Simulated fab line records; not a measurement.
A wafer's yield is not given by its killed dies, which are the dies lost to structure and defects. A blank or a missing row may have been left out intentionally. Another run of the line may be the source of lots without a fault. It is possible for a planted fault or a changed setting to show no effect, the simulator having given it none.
fab line records	flow sky130
[record] lots = 5	wafers = 15	last-day = 49
route steps=708 shown FIELD_ISO@19 NWELL@32 DNWELL@35 PWDE@45
lots untouched by any fault: they come from a run of this same line in which no faults occurred
start-h: hours from the record's first day to the start of the lot's first wafer shown	wait-h: how many hours have passed since the lot's step before this one	" as in the row above	L1.1+2: several wafers, shown together as one row	- value missing, or start not given	* or withheld: withheld	< > ~ a bound
route shown NAME@n: names a module that has steps shown in the file, with the first one's number in the route	usual: mean and standard deviation over wafers with no fault	same: alike in all rows	chamber/n: place in a boat	sites: the reading at each site	_std_site: how widely they spread, as a standard deviation	_edge_site: outer sites' mean less inner sites'	radius-mm: how far each site lies from the wafer's centre	mask NAME#n: copy n	behind: the last tool/chamber to shape the wafer	hold: reason for holding the lot/hours on hold/outcome of the hold	device: which transistor (n, p or np) failed to switch	end of line: the route-end tests of the same wafers	where a step has no rows: the recipe by itself	killed: not the wafer's yield, but the dies lost to structure and defects at the first sort	map: dies across one wafer; x = killed, . = not, _ = none there
set.NAME: the setting the step ran with; set.NAME@STEP: the setting that earlier step ran with	model.NAME: the simulator's own value behind a step, which no gauge read
a table for each step, a row for each wafer; lots at some steps of the route
services: when a tool's chamber went out of use (start-h, in hours from the record's first day, below 0 if earlier), for how many hours, and the reason
[[steps]]
[step SKY_FIELD_ISO_WET_ETCH_18]
[recipe] chemistry = H3PO4	target-depth-nm = 25	temp-c = 160	target = Si3N4	time-s = 286
lot.wafer	tool	chamber	start-h	wait-h
L074.2+4+6	wet-bench-04	3	28.92	0.0
L076.3+4+6	wet-bench-04	0	39.03	0.0
L087.1+2+3	wet-bench-03	1	96.58	0.0
L088.2+4+5	wet-bench-04	3	102.82	0.0
L094.2+4+6	wet-bench-03	0	133.53	0.0
[step SKY_FIELD_ISO_CLEAN_19]
[recipe] chemistry = SC1/SC2	mix = 1:4:20	temp-c = 70	time-s = 150
lot.wafer	tool	chamber	start-h	wait-h
L074.2+4+6	wet-bench-01	1	29.01	0.0
L076.3+4+6	wet-bench-01	1	39.22	0.0
L087.1+2+3	wet-bench-04	3	96.67	0.0
L088.2+4+5	wet-bench-01	2	102.92	0.0
L094.2+4+6	wet-bench-01	0	133.62	0.0
[step SKY_FIELD_ISO_CLEAN_20]
[recipe] chemistry = dHF	time-s = 20	dilution = 100:1
lot.wafer	tool	chamber	start-h	wait-h
L074.2+4+6	wet-bench-03	1	29.06	0.0
L076.3+4+6	wet-bench-03	3	39.27	0.0
L087.1+2+3	wet-bench-04	2	96.72	0.0
L088.2+4+5	wet-bench-03	0	102.97	0.0
L094.2+4+6	wet-bench-03	1	133.67	0.0
[step SKY_FIELD_ISO_WET_ETCH_21]
[recipe] chemistry = dHF	dilution = 100:1	target-depth-nm = 20	dry = ipa-marangoni	target = SiO2	temp-c = 25	time-s = 400
lot.wafer	tool	chamber	start-h	wait-h
L074.2+4+6	wet-bench-04	3	29.07	0.0
L076.3+4+6	wet-bench-04	0	39.29	0.0
L087.1+2+3	wet-bench-04	2	96.73	0.0
L088.2+4+5	wet-bench-04	0	102.99	0.0
L094.2+4+6	wet-bench-01	3	133.68	0.0
[step SKY_FIELD_ISO_OXIDATION_22]
[recipe] temp-c = 950	ambient = O2	stabilise-s = 600	purge-s = 300	target-thk-a = 100	ox-time-s = 623
[usual] ox-temp-c = 950.1/0.38
lot.wafer	tool	chamber	start-h	wait-h	ox-temp-c
L074.2	furnace-02	0	29.19	0.0	949.2
L074.4	"	0	"	"	949.7
L074.6	"	0	"	"	950.2
L076.3	furnace-02	0	41.71	2.2	950.6
L076.4	"	0	"	"	950.3
L076.6	"	0	"	"	950.8
L087.1	furnace-02	0	97.44	0.6	949.9
L087.2	"	0	"	"	949.8
L087.3	"	0	"	"	949.7
L088.2	furnace-01	0	103.98	0.9	949.9
L088.4	"	0	"	"	950.1
L088.5	"	0	"	"	949.7
L094.2	furnace-02	0	134.00	0.2	949.9
L094.4	"	0	"	"	950.2
L094.6	"	0	"	"	950.6
[step SKY_FIELD_ISO_THK_MEAS_23]
[recipe] reads = SiO2_of_FIELD_ISO_OXIDATION_22
[usual] FIELD_ISO_OXIDATION_01_THK = 9.91/0.22
lot.wafer	tool	chamber	start-h	wait-h	FIELD_ISO_OXIDATION_01_THK[nm]
L074.2	film-metro-04	-	30.38	0.0	10.25
L074.4	"	-	"	"	10.19
L074.6	"	-	"	"	10.29
L076.3	film-metro-02	-	42.91	0.0	10.11
L076.4	"	-	"	"	9.92
L076.6	"	-	"	"	10.07
L087.1	film-metro-01	-	98.61	0.0	9.78
L087.2	"	-	"	"	9.63
L087.3	"	-	"	"	9.91
L088.2	film-metro-02	-	105.17	0.0	9.49
L088.4	"	-	"	"	9.51
L088.5	"	-	"	"	9.45
L094.2	film-metro-01	-	135.19	0.0	10.04
L094.4	"	-	"	"	9.89
L094.6	"	-	"	"	9.90
[step SKY_FIELD_ISO_CVD_24]
[recipe] material = SiO2	target-thk-nm = 595	temp-c = 650	sigma-open-frac = 0.3	time-s = 99.2	sih4-flow-sccm = 60	pressure-mtorr = 6
lot.wafer	tool	chamber	start-h	wait-h
L074.2+4+6	hdpcvd-01	0,2,0	30.43	0.0
L076.3+4+6	hdpcvd-02	1,1,2	42.95	0.0
L087.1+2+3	hdpcvd-01	1,2,0	98.67	0.1
L088.2+4+5	hdpcvd-02	2,2,1	105.22	0.0
L094.2+4+6	hdpcvd-02	2,2,1	135.24	0.0
[step SKY_FIELD_ISO_THK_MEAS_25]
[recipe] reads = SiO2_of_FIELD_ISO_CVD_24
[usual] FIELD_ISO_CVD_24_THK = 596/7.2
lot.wafer	tool	chamber	start-h	wait-h	FIELD_ISO_CVD_24_THK[nm]
L074.2	film-metro-01	-	30.51	0.0	603
L074.4	"	-	"	"	600
L074.6	"	-	"	"	604
L076.3	film-metro-01	-	43.04	0.1	578
L076.4	"	-	"	"	574
L076.6	"	-	"	"	598
L087.1	film-metro-02	-	98.74	0.0	596
L087.2	"	-	"	"	599
L087.3	"	-	"	"	600
L088.2	film-metro-01	-	105.30	0.0	600
L088.4	"	-	"	"	601
L088.5	"	-	"	"	588
L094.2	film-metro-04	-	135.32	0.0	598
L094.4	"	-	"	"	600
L094.6	"	-	"	"	593
[step SKY_FIELD_ISO_ANNEAL_26]
[recipe] temp-c = 1000	time-s = 1800	ambient = N2
lot.wafer	tool	chamber	start-h	wait-h
L074.2+4+6	furnace-02	0	31.88	1.4
L076.3+4+6	furnace-01	0	44.80	1.7
L087.1+2+3	furnace-01	0	99.44	0.7
L088.2+4+5	furnace-02	0	106.03	0.7
L094.2+4+6	furnace-02	0	136.60	1.3
[step SKY_FIELD_ISO_CMP_27]
[recipe] stop-on = Si3N4	t-overpolish-s = 16	down-force-psi = 4	platen-rpm = 60	target-thk-nm = 457.8	pad-velocity-m-s = 0.94248
[usual] motor-current-A = 12.8/0.68	overpolish-run-s = 16.000/0.0086	time-to-endpoint-s = 107/4.3
[same] t-overpolish-s = 16
lot.wafer	tool	chamber	start-h	wait-h	motor-current-A	overpolish-run-s	time-to-endpoint-s
L074.2	cmp-01	2	33.43	0.1	13.1	16.000	111
L074.4	"	3	"	"	12.6	15.993	105
L074.6	"	2	"	"	14.2	16.002	112
L076.3	cmp-01	3	46.30	0.0	12.5	16.000	102
L076.4	"	0	"	"	13.1	15.999	103
L076.6	"	3	"	"	12.0	16.012	107
L087.3	cmp-01	3	100.94	0.0	12.5	16.006	102
L087.1	"	0	"	"	13.6	16.009	105
L087.2	"	1	"	"	13.2	15.998	100
L088.4	cmp-01	1	107.63	0.1	13.3	15.996	104
L088.2	"	2	"	"	12.8	15.999	109
L088.5	"	0	"	"	13.6	16.005	107
L094.4	cmp-01	3	138.15	0.1	12.6	16.004	103
L094.2	"	0	"	"	12.8	15.995	105
L094.6	"	3	"	"	13.1	15.992	103
[step SKY_FIELD_ISO_WET_ETCH_28]
[recipe] chemistry = dHF	target-depth-nm = 23.7	target = SiO2	dilution = 10:1	temp-c = 25	time-s = 47
lot.wafer	tool	chamber	start-h	wait-h
L074.2+4+6	wet-bench-03	0	33.68	0.2
L076.3+4+6	wet-bench-03	2	46.60	0.2
L087.1+2+3	wet-bench-01	2	101.23	0.2
L088.2+4+5	wet-bench-04	2	107.83	0.1
L094.2+4+6	wet-bench-01	2	138.40	0.1
[step SKY_FIELD_ISO_WET_ETCH_29]
[recipe] chemistry = H3PO4	target-depth-nm = 160	target = Si3N4	temp-c = 160	time-s = 1825
lot.wafer	tool	chamber	start-h	wait-h
L074.2+4+6	wet-bench-04	2	33.70	0.0
L076.3+4+6	wet-bench-01	2	46.62	0.0
L087.1+2+3	wet-bench-03	2	101.26	0.0
L088.2+4+5	wet-bench-03	2	107.85	0.0
L094.2+4+6	wet-bench-04	0	138.42	0.0
[step SKY_FIELD_ISO_WET_ETCH_30]
[recipe] chemistry = dHF	target-depth-nm = 25	target = SiO2	dilution = 10:1	temp-c = 25	time-s = 50
lot.wafer	tool	chamber	start-h	wait-h
L074.2+4+6	wet-bench-01	1	34.22	0.0
L076.3+4+6	wet-bench-04	0	47.13	0.0
L087.1+2+3	wet-bench-04	1	101.77	0.0
L088.2+4+5	wet-bench-01	3	108.36	0.0
L094.2+4+6	wet-bench-01	2	138.94	0.0
[step SKY_NWELL_CLEAN_00]
[recipe] chemistry = SC1/SC2	mix = 1:4:20	temp-c = 70	time-s = 150	dry = n2-spin
lot.wafer	tool	chamber	start-h	wait-h
L074.2+4+6	wet-bench-03	3	34.24	0.0
L076.3+4+6	wet-bench-01	3	47.18	0.0
L087.1+2+3	wet-bench-01	1	101.80	0.0
L088.2+4+5	wet-bench-04	0	108.39	0.0
L094.2+4+6	wet-bench-04	3	138.96	0.0
[step SKY_NWELL_OXIDATION_01]
[recipe] temp-c = 900	ambient = O2	stabilise-s = 600	purge-s = 300	target-thk-a = 100	ox-time-s = 1418
[usual] ox-temp-c = 899.9/0.38
lot.wafer	tool	chamber	start-h	wait-h	ox-temp-c
L074.2	furnace-02	0	37.57	3.3	901.1
L074.4	"	0	"	"	901.1
L074.6	"	0	"	"	900.1
L076.3	furnace-02	0	48.55	1.3	899.9
L076.4	"	0	"	"	900.0
L076.6	"	0	"	"	900.1
L087.1	furnace-02	0	101.85	0.0	899.5
L087.2	"	0	"	"	899.8
L087.3	"	0	"	"	899.6
L088.2	furnace-02	0	108.45	0.0	900.1
L088.4	"	0	"	"	899.7
L088.5	"	0	"	"	899.7
L094.2	furnace-01	0	139.57	0.6	900.7
L094.4	"	0	"	"	899.9
L094.6	"	0	"	"	900.1
[step SKY_NWELL_THK_MEAS_02]
[recipe] reads = SiO2_of_NWELL_OXIDATION_01
[usual] NWELL_OXIDATION_THK = 10.02/0.21
lot.wafer	tool	chamber	start-h	wait-h	NWELL_OXIDATION_THK[nm]
L074.2	film-metro-04	-	38.97	0.0	10.19
L074.4	"	-	"	"	10.24
L074.6	"	-	"	"	9.95
L076.3	film-metro-04	-	49.97	0.0	10.14
L076.4	"	-	"	"	10.01
L076.6	"	-	"	"	10.20
L087.1	film-metro-04	-	103.24	0.0	10.43
L087.2	"	-	"	"	10.24
L087.3	"	-	"	"	10.28
L088.2	film-metro-01	-	109.85	0.0	10.17
L088.4	"	-	"	"	10.23
L088.5	"	-	"	"	10.15
L094.2	film-metro-04	-	140.98	0.0	10.01
L094.4	"	-	"	"	10.23
L094.6	"	-	"	"	10.12
[step SKY_DNWELL_DEHYDRATE_00]
[recipe] temp-c = 200	time-s = 60
lot.wafer	tool	chamber	start-h	wait-h
L074.2+4+6	litho-track-02	0	45.52	6.5
L076.3+4+6	litho-track-04	0	56.99	7.0
L087.1+2+3	litho-track-02	0	111.69	8.4
L088.2+4+5	litho-track-01	0	118.08	8.2
L094.2+4+6	litho-track-04	0	150.62	9.6
[step SKY_DNWELL_HMDS_01]
[recipe] prime-time-s = 60	prime-temp-c = 120
[same] prime-time-s = 60
lot.wafer	tool	chamber	start-h	wait-h
L074.2+4+6	litho-track-02	0	45.67	0.1
L076.3+4+6	litho-track-04	0	57.14	0.1
L087.1+2+3	litho-track-02	0	111.84	0.1
L088.2+4+5	litho-track-01	0	118.23	0.1
L094.2+4+6	litho-track-04	0	150.77	0.1
[step SKY_DNWELL_COAT_02]
[recipe] spin-rpm = 2000	resist-thk-nm = 3000
lot.wafer	tool	chamber	start-h	wait-h
L074.2+4+6	litho-track-02	0	45.82	0.1
L076.3+4+6	litho-track-04	0	57.29	0.1
L087.1+2+3	litho-track-02	0	111.99	0.1
L088.2+4+5	litho-track-01	0	118.38	0.1
L094.2+4+6	litho-track-04	0	150.92	0.1
[step SKY_DNWELL_SOFTBAKE_03]
[recipe] temp-c = 110	time-s = withheld
lot.wafer	tool	chamber	start-h	wait-h
L074.2+4+6	litho-track-02	0	45.97	0.1
L076.3+4+6	litho-track-04	0	57.46	0.1
L087.1+2+3	litho-track-02	0	112.14	0.1
L088.2+4+5	litho-track-01	0	118.54	0.1
L094.2+4+6	litho-track-04	0	151.08	0.1
[step SKY_DNWELL_EXPOSE_04]
[recipe] mask-id = DNM	na = 0.57	target-cd-nm = 3000	dose-mj = 222
[usual] stage-vel-mm-s = 499.99/0.21
lot.wafer	tool	chamber	start-h	wait-h	mask	stage-vel-mm-s
L074.2	iline-stepper-01	0	-	-	DNM#0	499.96
L074.4	"	0	"	"	DNM#0	500.47
L074.6	"	0	"	"	DNM#0	500.60
L076.3	iline-stepper-02	0	-	-	DNM#0	499.76
L076.4	"	0	"	"	DNM#0	500.17
L076.6	"	0	"	"	DNM#0	499.92
L087.1	iline-stepper-02	0	-	-	DNM#0	499.83
L087.2	"	0	"	"	DNM#0	500.17
L087.3	"	0	"	"	DNM#0	500.14
L088.2	iline-stepper-02	0	-	-	DNM#0	499.95
L088.4	"	0	"	"	DNM#0	499.86
L088.5	"	0	"	"	DNM#0	499.84
L094.2	iline-stepper-02	0	-	-	DNM#0	499.94
L094.4	"	0	"	"	DNM#0	500.23
L094.6	"	0	"	"	DNM#0	500.05
[step SKY_DNWELL_PEB_05]
[recipe] temp-c = 115	time-s = withheld
lot.wafer	tool	chamber	start-h	wait-h
L074.2+4+6	litho-track-04	0	-	-
L076.3+4+6	litho-track-04	0	-	-
L087.1+2+3	litho-track-02	0	-	-
L088.2+4+5	litho-track-02	0	-	-
L094.2+4+6	litho-track-02	0	-	-
[step SKY_DNWELL_DEVELOP_06]
[recipe] wall-angle-deg = 90	developer = TMAH	develop-time-s = 60	dev-temp-c = 23
lot.wafer	tool	chamber	start-h	wait-h
L074.2+4+6	litho-track-04	0	-	-
L076.3+4+6	litho-track-04	0	-	-
L087.1+2+3	litho-track-02	0	-	-
L088.2+4+5	litho-track-02	0	-	-
L094.2+4+6	litho-track-02	0	-	-
[step SKY_DNWELL_IMPLANT_07]
[recipe] species = P	energy-kev = withheld	dose-cm2 = withheld	tilt-deg = withheld
[usual] end-station-pressure-torr = 5.01e-06/2.4e-07
lot.wafer	tool	chamber	start-h	wait-h	end-station-pressure-torr
L074.2	implanter-01	0	54.42	-	4.96e-06
L074.4	"	0	"	"	5.25e-06
L074.6	"	0	"	"	5.52e-06
L076.3	implanter-01	0	65.89	-	4.67e-06
L076.4	"	0	"	"	4.86e-06
L076.6	"	0	"	"	5.19e-06
L087.1	implanter-01	0	121.69	-	4.62e-06
L087.2	"	0	"	"	5.31e-06
L087.3	"	0	"	"	5.06e-06
L088.2	implanter-03	0	127.81	-	4.61e-06
L088.4	"	0	"	"	4.94e-06
L088.5	"	0	"	"	4.99e-06
L094.2	implanter-01	0	160.56	-	5.25e-06
L094.4	"	0	"	"	4.46e-06
L094.6	"	0	"	"	4.86e-06
[step SKY_DNWELL_STRIP_08]
[recipe] chemistry = O2/N2	power-w = 1400	pressure-mtorr = 1500	platen-temp-c = withheld	o2-flow-sccm = 3000	n2-flow-sccm = 300	overash-fraction = 0.5
[usual] drypump-motor-current-A = 6.14/0.17	oes-product-au = 0.723/0.0044	strip-time-to-endpoint-s = 36.90/0.096
lot.wafer	tool	chamber	start-h	wait-h	drypump-motor-current-A	oes-product-au	rf-hours-counter-h	strip-time-to-endpoint-s
L074.2	plasma-asher-04	1	54.54	0.1	6.10	0.729	37	36.94
L074.4	"	1	"	"	6.11	0.715	-	36.83
L074.6	"	1	"	"	6.10	0.722	-	36.92
L076.3	plasma-asher-02	1	66.03	0.1	6.30	0.718	-	36.75
L076.4	"	0	"	"	6.09	0.728	-	36.72
L076.6	"	1	"	"	6.32	0.731	-	36.75
L087.1	plasma-asher-02	0	121.84	0.1	6.07	0.722	31	37.07
L087.2	"	1	"	"	6.34	0.730	31	37.08
L087.3	"	0	"	"	6.08	0.721	-	37.11
L088.2	plasma-asher-04	1	127.94	0.1	6.12	0.719	44	36.76
L088.4	"	1	"	"	6.11	0.728	-	36.82
L088.5	"	0	"	"	6.28	0.728	-	36.87
L094.2	plasma-asher-04	0	160.69	0.1	6.25	0.725	48	36.77
L094.4	"	1	"	"	6.09	0.723	-	36.80
L094.6	"	1	"	"	6.09	0.714	-	36.76
[step SKY_DNWELL_TW_MEAS_09]
[usual] DNWELL_TW = 1114/12
lot.wafer	tool	chamber	start-h	wait-h	DNWELL_TW
L074.2	film-metro-03	-	54.65	0.1	1104
L074.4	"	-	"	"	1105
L074.6	"	-	"	"	1104
L076.3	film-metro-01	-	66.11	0.1	1112
L076.4	"	-	"	"	1104
L076.6	"	-	"	"	1107
L087.1	film-metro-01	-	121.94	0.1	1111
L087.2	"	-	"	"	1110
L087.3	"	-	"	"	1102
L088.2	film-metro-03	-	128.05	0.1	1098
L088.4	"	-	"	"	1098
L088.5	"	-	"	"	1100
L094.2	film-metro-01	-	160.80	0.1	1109
L094.4	"	-	"	"	1103
L094.6	"	-	"	"	1112
[step SKY_PWDE_DEHYDRATE_00]
[recipe] temp-c = 200	time-s = 60
lot.wafer	tool	chamber	start-h	wait-h
L074.2+4+6	litho-track-04	0	61.37	6.7
L076.3+4+6	litho-track-04	0	73.54	7.4
L087.1+2+3	litho-track-04	0	130.89	8.9
L088.2+4+5	litho-track-03	0	137.41	9.3
L094.2+4+6	litho-track-01	0	169.48	8.7
[step SKY_PWDE_HMDS_01]
[recipe] prime-time-s = 60	prime-temp-c = 120
[same] prime-time-s = 60
lot.wafer	tool	chamber	start-h	wait-h
L074.2+4+6	litho-track-04	0	61.52	0.1
L076.3+4+6	litho-track-04	0	73.69	0.1
L087.1+2+3	litho-track-04	0	131.04	0.1
L088.2+4+5	litho-track-03	0	137.56	0.1
L094.2+4+6	litho-track-01	0	169.63	0.1
[step SKY_PWDE_COAT_02]
[recipe] spin-rpm = 2000	resist-thk-nm = 3000
lot.wafer	tool	chamber	start-h	wait-h
L074.2+4+6	litho-track-04	0	61.67	0.1
L076.3+4+6	litho-track-04	0	73.84	0.1
L087.1+2+3	litho-track-04	0	131.19	0.1
L088.2+4+5	litho-track-03	0	137.71	0.1
L094.2+4+6	litho-track-01	0	169.78	0.1
[step SKY_PWDE_SOFTBAKE_03]
[recipe] temp-c = 110	time-s = withheld
lot.wafer	tool	chamber	start-h	wait-h
L074.2+4+6	litho-track-04	0	61.83	0.1
L076.3+4+6	litho-track-04	0	74.01	0.1
L087.1+2+3	litho-track-04	0	131.34	0.1
L088.2+4+5	litho-track-03	0	137.86	0.1
L094.2+4+6	litho-track-01	0	169.94	0.1
[step SKY_PWDE_EXPOSE_04]
[recipe] mask-id = PWDEM	na = 0.6	source-shape = conventional	sigma-outer = 0.6	polarization = unpolarized	target-cd-nm = 840	dose-mj = 214
[usual] stage-vel-mm-s = 500.08/0.27
lot.wafer	tool	chamber	start-h	wait-h	mask	stage-vel-mm-s
L074.2	iline-stepper-02	0	-	-	PWDEM#0	500.09
L074.4	"	0	"	"	PWDEM#0	500.07
L074.6	"	0	"	"	PWDEM#0	500.15
L076.3	iline-stepper-01	0	-	-	PWDEM#0	499.75
L076.4	"	0	"	"	PWDEM#0	499.87
L076.6	"	0	"	"	PWDEM#0	499.72
L087.1	iline-stepper-02	0	-	-	PWDEM#0	500.14
L087.2	"	0	"	"	PWDEM#0	500.59
L087.3	"	0	"	"	PWDEM#0	500.45
L088.2	iline-stepper-01	0	-	-	PWDEM#0	500.03
L088.4	"	0	"	"	PWDEM#0	499.54
L088.5	"	0	"	"	PWDEM#0	500.09
L094.2	iline-stepper-02	0	-	-	PWDEM#0	500.16
L094.4	"	0	"	"	PWDEM#0	499.87
L094.6	"	0	"	"	PWDEM#0	500.10
[step SKY_PWDE_PEB_05]
[recipe] temp-c = 115	time-s = withheld
lot.wafer	tool	chamber	start-h	wait-h
L074.2+4+6	litho-track-03	0	-	-
L076.3+4+6	litho-track-01	0	-	-
L087.1+2+3	litho-track-03	0	-	-
L088.2+4+5	litho-track-01	0	-	-
L094.2+4+6	litho-track-04	0	-	-
[step SKY_PWDE_DEVELOP_06]
[recipe] wall-angle-deg = 90	developer = TMAH	develop-time-s = 60	dev-temp-c = 23
lot.wafer	tool	chamber	start-h	wait-h
L074.2+4+6	litho-track-03	0	-	-
L076.3+4+6	litho-track-01	0	-	-
L087.1+2+3	litho-track-03	0	-	-
L088.2+4+5	litho-track-01	0	-	-
L094.2+4+6	litho-track-04	0	-	-
[step SKY_PWDE_OVL_MEAS_07]
[usual] PWDE_OVL = 0.4/1.5
lot.wafer	tool	chamber	start-h	wait-h	PWDE_OVL[nm]
L074.2	overlay-02	-	70.14	-	-2.0
L074.4	"	-	"	"	-1.4
L074.6	"	-	"	"	-0.7
L076.3	overlay-01	-	82.67	-	0.1
L076.4	"	-	"	"	0.2
L076.6	"	-	"	"	0.3
L087.1	overlay-02	-	141.38	-	0.0
L087.2	"	-	"	"	-0.7
L087.3	"	-	"	"	-0.5
L088.2	overlay-02	-	147.91	-	1.8
L088.4	"	-	"	"	2.8
L088.5	"	-	"	"	1.5
L094.2	overlay-02	-	180.60	-	-1.6
L094.4	"	-	"	"	-1.5
L094.6	"	-	"	"	-2.3
[[services]]
tool	chamber	start-h	hours	kind
cmp-01	-	7.45	0.8	repair
iline-stepper-01	-	18.20	4.3	repair
implanter-03	-	20.26	3.5	repair
cmp-01	-	30.80	1.2	repair
implanter-03	-	31.40	25.3	pm
furnace-01	-	31.75	3.4	pm
implanter-01	-	35.51	3.4	pm
plasma-asher-04	-	40.75	1.9	repair
iline-stepper-01	-	50.68	8.3	repair
hdpcvd-02	2	55.85	5.9	repair
cmp-01	-	64.00	4.0	pm
hdpcvd-02	-	66.75	15.0	pm
cmp-01	-	68.00	-	consumable-replace:conditioner
cmp-01	-	68.00	-	consumable-replace:pad
iline-stepper-01	-	68.46	3.2	repair
iline-stepper-01	-	83.13	1.7	pm
hdpcvd-02	-	88.07	0.4	repair
iline-stepper-02	0	98.93	-	calibration
wet-bench-01	-	100.01	0.6	repair
implanter-03	-	103.59	5.0	pm
hdpcvd-01	-	121.39	2.8	pm
furnace-02	-	130.10	3.9	pm
cmp-01	-	154.25	3.9	repair
cmp-01	-	160.19	1.3	repair
[[key]]
fault none
